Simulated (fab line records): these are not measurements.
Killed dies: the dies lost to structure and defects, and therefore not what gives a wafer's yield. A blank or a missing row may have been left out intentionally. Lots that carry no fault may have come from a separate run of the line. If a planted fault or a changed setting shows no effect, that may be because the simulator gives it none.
fab line records	flow sfq_line	part 2 of 2: steps 25 to 33 of 33
record: lots: 5	wafers: 15	last_day: 82
route steps=325 shown M1@71 I1@73 M2@88 I2@103
lots that met no fault: from a run of the same line without faults
start_h: the number of hours between the record's first day and the start of the first shown wafer of the lot	wait_h: hours from the lot's prior step to this one	" identical to the entry in the row above	L1.1+2: a row that stands for several wafers	- no value present, or no start provided	* or withheld: withheld	< > ~ a bound
route shown NAME@n: NAME is a module with steps in the file, n the number in the route of the first one	usual: mean/standard deviation of fault-free wafers	same: alike in all rows	chamber/n: place in a boat	sites: per-site readings	_std_site: their standard deviation	_edge_site: mean of outer sites minus mean of inner sites	radius_mm: for every site, how far away it sits from the centre of the wafer	mask NAME#n: copy n	behind: the most recent tool/chamber to have shaped the wafer	hold: why the lot was held/for how many hours/how that ended	device: the transistor (n, p or np) that didn't switch	end of line: tests run on the same wafers once the route is complete	where a step has no rows: the recipe by itself	killed: dies that structure and defects cost at the first sort, which is not the same as the wafer's yield	map: a wafer's dies, marking killed ones x, the rest . and places with no die _
set.NAME: the setting as run; set.NAME@STEP: as run at that earlier step	model.NAME: the simulator's own value behind a step, which no gauge read
a table for each step, a row for each wafer; lots at some steps of the route
services: the hour from which a tool's chamber was out of use, counted from the record's first day as start_h (under 0 if before that day), plus the number of hours and why
== steps ==
step: SFQ_TRILAYER_M2_LITHO_PEB_060
recipe: peb_temp_c: 115	peb_time_s: 60	resist: KrF
usual: exhaust_pa: 44.9/0.92	resist_line_temp_C: 23.00/0.1
lot.wafer	tool	chamber	start_h	wait_h	exhaust_pa	resist_line_temp_C
L077.1	litho_track-04	0	741.52	1.0	44.9	22.99
L077.2	"	0	"	"	46.3	22.88
L077.4	"	0	"	"	45.6	22.89
L081.2	litho_track-03	0	778.87	0.8	44.2	22.96
L081.3	"	0	"	"	44.4	23.08
L081.6	"	0	"	"	46.4	22.90
L082.1	litho_track-04	0	786.05	1.0	44.3	23.10
L082.3	"	0	"	"	44.7	22.98
L082.4	"	0	"	"	45.5	22.88
L090.3	litho_track-01	0	870.82	0.7	44.2	22.90
L090.4	"	0	"	"	44.4	22.84
L090.6	"	0	"	"	44.9	22.93
L095.1	litho_track-04	0	932.74	1.0	44.6	23.08
L095.2	"	0	"	"	44.5	22.98
L095.6	"	0	"	"	45.2	23.01
step: SFQ_TRILAYER_M2_LITHO_DEVELOP_059
recipe: time_s: 60	resist: KrF
usual: exhaust_pa: 45.2/0.93	resist_line_temp_C: 23.00/0.11
lot.wafer	tool	chamber	start_h	wait_h	exhaust_pa	resist_line_temp_C
L077.1	litho_track-04	0	741.67	0.1	45.0	23.09
L077.2	"	0	"	"	44.9	23.03
L077.4	"	0	"	"	45.4	23.07
L081.2	litho_track-03	0	779.02	0.1	45.1	23.12
L081.3	"	0	"	"	47.9	22.94
L081.6	"	0	"	"	45.2	23.27
L082.1	litho_track-04	0	786.20	0.1	44.7	22.94
L082.3	"	0	"	"	45.4	23.00
L082.4	"	0	"	"	44.2	22.87
L090.3	litho_track-01	0	870.97	0.1	47.8	23.14
L090.4	"	0	"	"	46.4	23.01
L090.6	"	0	"	"	47.3	23.00
L095.1	litho_track-04	0	932.89	0.1	45.0	22.94
L095.2	"	0	"	"	46.0	23.13
L095.6	"	0	"	"	44.3	23.03
step: SFQ_M2_OVL_MEAS_916
usual: M2_OVL: -3/5
lot.wafer	tool	chamber	start_h	wait_h	M2_OVL[nm]
L077.1	overlay-02	-	741.82	0.1	-9
L077.2	"	-	"	"	-11
L077.4	"	-	"	"	-3
L081.2	overlay-02	-	779.16	0.1	3
L081.3	"	-	"	"	9
L081.6	"	-	"	"	8
L082.1	overlay-01	-	786.35	0.1	0
L082.3	"	-	"	"	-3
L082.4	"	-	"	"	4
L090.3	overlay-02	-	871.08	0.1	-6
L090.4	"	-	"	"	-9
L090.6	"	-	"	"	-14
L095.1	overlay-02	-	933.04	0.1	-1
L095.2	"	-	"	"	0
L095.6	"	-	"	"	0
step: SFQ_TRILAYER_M2_BARC_OPEN_METAL_ETCH_077
recipe: mask_material: PR	chemistry: O2	target_depth_nm: 125	target: BARC	icp_w: 600	bias_w: 80	pressure_mtorr: 10	time_s: 41.7
usual: drypump_motor_current_A: 5.63/0.28	oes_product_au: 0.685/0.0051
lot.wafer	tool	chamber	start_h	wait_h	drypump_motor_current_A	oes_product_au	rf_hours_counter_h
L077.1	rie_metal-04	1	741.86	0.0	5.19	0.689	94
L077.2	"	0	"	"	5.53	0.681	81
L077.4	"	0	"	"	5.51	0.685	-
L081.2	rie_metal-02	1	779.19	0.0	5.89	0.686	108
L081.3	"	1	"	"	5.87	0.685	-
L081.6	"	1	"	"	5.89	0.676	-
L082.1	rie_metal-04	0	786.39	0.0	5.53	0.693	89
L082.3	"	1	"	"	5.20	0.686	-
L082.4	"	0	"	"	5.50	0.692	-
L090.3	rie_metal-02	1	871.13	0.0	5.90	0.683	-
L090.4	"	0	"	"	5.63	0.675	-
L090.6	"	0	"	"	5.66	0.684	-
L095.1	rie_metal-04	0	933.08	0.0	5.49	0.683	113
L095.2	"	1	"	"	5.19	0.680	127
L095.6	"	1	"	"	5.19	0.685	-
step: SFQ_TRILAYER_M2_ETCH_METAL_ETCH_060
recipe: target: Nb	stop_on: SiO2	mask_material: PR	chemistry: Cl2/Ar	target_depth_nm: 240	icp_w: 600	bias_w: 80	pressure_mtorr: 10	time_s: 120
usual: drypump_motor_current_A: 5.63/0.28	oes_product_au: 0.896/0.0079
lot.wafer	tool	chamber	start_h	wait_h	drypump_motor_current_A	oes_product_au	rf_hours_counter_h
L077.1	rie_metal-04	1	741.92	0.0	5.20	0.889	95
L077.2	"	0	"	"	5.52	0.896	81
L077.4	"	0	"	"	5.50	0.903	-
L081.2	rie_metal-02	1	779.25	0.0	5.90	0.904	108
L081.3	"	1	"	"	5.89	0.887	-
L081.6	"	1	"	"	5.90	0.895	-
L082.1	rie_metal-04	0	786.45	0.0	5.51	0.902	89
L082.3	"	1	"	"	5.20	0.897	-
L082.4	"	0	"	"	5.49	0.889	-
L090.3	rie_metal-02	1	871.21	0.1	5.88	0.895	-
L090.4	"	0	"	"	5.67	0.898	-
L090.6	"	0	"	"	5.65	0.890	-
L095.1	rie_metal-04	0	933.14	0.0	5.50	0.903	113
L095.2	"	1	"	"	5.18	0.886	127
L095.6	"	1	"	"	5.19	0.895	-
step: SFQ_TRILAYER_M2_STRIP_STRIP_061
recipe: gas: O2	power_w: 200	platen_temp_c: 40	overash_fraction: 0.65	chemistry: O2	pressure_mtorr: 50
usual: drypump_motor_current_A: 5.63/0.29	oes_product_au: 0.996/0.018
lot.wafer	tool	chamber	start_h	wait_h	drypump_motor_current_A	oes_product_au	rf_hours_counter_h
L077.1	rie_metal-04	1	742.05	0.1	5.17	1.035	95
L077.2	"	0	"	"	5.53	1.011	81
L077.4	"	0	"	"	5.51	1.026	-
L081.2	rie_metal-02	1	779.37	0.1	5.91	0.974	108
L081.3	"	1	"	"	5.88	0.984	-
L081.6	"	1	"	"	5.90	0.973	-
L082.1	rie_metal-04	0	786.57	0.1	5.51	0.997	89
L082.3	"	1	"	"	5.19	1.025	-
L082.4	"	0	"	"	5.48	0.985	-
L090.3	rie_metal-02	1	871.49	0.2	5.89	0.979	-
L090.4	"	0	"	"	5.64	1.000	-
L090.6	"	0	"	"	5.65	1.004	-
L095.1	rie_metal-04	0	933.26	0.1	5.50	0.994	113
L095.2	"	1	"	"	5.20	1.019	127
L095.6	"	1	"	"	5.21	1.026	-
step: SFQ_TRILAYER_M2_STRIP_SOLV_CLEAN_062
recipe: chemistry: NMP	temp_c: 70	time_s: 600
lot.wafer	tool	chamber	start_h	wait_h
L077.1+2+4	wet_bench-03	4,0,5	742.65	0.4
L081.2+3+6	wet_bench-03	2,3,4	779.97	0.4
L082.1+3+4	wet_bench-03	0,5,7	787.17	0.4
L090.3+4+6	wet_bench-01	4,6,0	871.89	0.2
L095.1+2+6	wet_bench-03	1,3,2	933.86	0.4
step: SFQ_TRILAYER_I2_DEP_PECVD_063
recipe: material: SiO2	temp_c: 150	time_s: 111.11	pressure_torr: 2.4	rf_w: 183.3	precursor: SiH4/N2O	target_thk_nm: 500
usual: heater_power_w: 88/14	throttle_valve_pct: 24.6/1.2
lot.wafer	tool	chamber	start_h	wait_h	heater_power_w	throttle_valve_pct
L077.1	pecvd-04	2	742.82	0.0	99	24.7
L077.2	"	0	"	"	108	25.4
L077.4	"	0	"	"	109	25.3
L081.2	pecvd-04	0	780.15	0.0	103	25.1
L081.3	"	1	"	"	96	24.3
L081.6	"	2	"	"	92	24.8
L082.1	pecvd-02	0	787.35	0.0	75	25.3
L082.3	"	1	"	"	85	22.7
L082.4	"	1	"	"	88	22.6
L090.3	pecvd-04	0	872.07	0.0	100	25.5
L090.4	"	1	"	"	104	24.2
L090.6	"	0	"	"	102	25.6
L095.1	pecvd-03	1	934.04	0.0	69	26.5
L095.2	"	0	"	"	101	24.5
L095.6	"	1	"	"	71	26.9
step: SFQ_TRILAYER_I2_CMP_CMP_064
recipe: material: SiO2	down_force_psi: 3	platen_rpm: 60	pad_velocity_m_s: 0.94248
usual: head_pressure_psi: 3.001/0.0065	motor_current_A: 9.4/0.83	time_to_endpoint_s: 214/9.4
lot.wafer	tool	chamber	start_h	wait_h	head_pressure_psi	motor_current_A	time_to_endpoint_s
L077.1	cmp-01	1	743.68	0.8	2.998	8.5	212
L077.4	"	2	"	"	2.987	9.7	216
L077.2	"	0	745.18	2.3	3.015	10.0	218
L081.2	cmp-02	2	789.74	9.6	3.005	8.2	217
L081.3	"	3	"	"	2.988	9.2	208
L081.6	"	2	791.74	11.5	3.006	8.6	217
L082.4	cmp-01	0	800.88	13.5	3.001	9.6	212
L082.3	"	2	801.88	14.5	3.012	9.2	203
L082.1	"	3	"	"	2.995	11.1	208
L090.3	cmp-02	0	888.59	16.5	3.003	8.7	234
L090.4	"	1	"	"	2.999	10.4	236
L090.6	"	0	890.59	18.4	3.008	9.0	238
L095.1	cmp-01	2	955.49	21.4	3.004	10.1	207
L095.2	"	0	956.49	22.4	2.998	9.5	210
L095.6	"	1	"	"	3.006	8.4	212
== services ==
tool	chamber	start_h	hours	kind
rie_diel-04	-	563.74	2.8	pm
cmp-01	-	575.00	4.0	pm
krf_scanner-02	-	576.06	1.0	pm
rie_metal-02	-	578.29	0.3	repair
krf_scanner-02	-	622.36	0.8	pm
cmp-01	-	634.65	4.9	pm
rie_diel-04	-	641.39	5.3	repair
cmp-01	-	645.17	0.4	repair
cmp-01	-	711.40	2.3	repair
krf_scanner-02	-	717.41	3.6	pm
krf_scanner-02	-	720.96	1.3	pm
krf_scanner-02	-	745.06	1.0	pm
cmp-01	-	784.48	4.4	repair
rie_metal-04	0	813.21	3.3	repair
krf_scanner-02	-	824.80	0.3	repair
rie_metal-04	-	832.00	0.2	repair
cmp-01	-	835.94	0.2	repair
krf_scanner-02	-	854.40	4.4	pm
rie_metal-04	-	858.27	1.4	pm
krf_scanner-02	-	894.77	1.3	pm
krf_scanner-02	-	914.06	1.0	pm
krf_scanner-02	-	924.22	4.7	repair
rie_metal-02	0	928.80	2.4	repair
rie_metal-04	-	941.73	2.8	pm
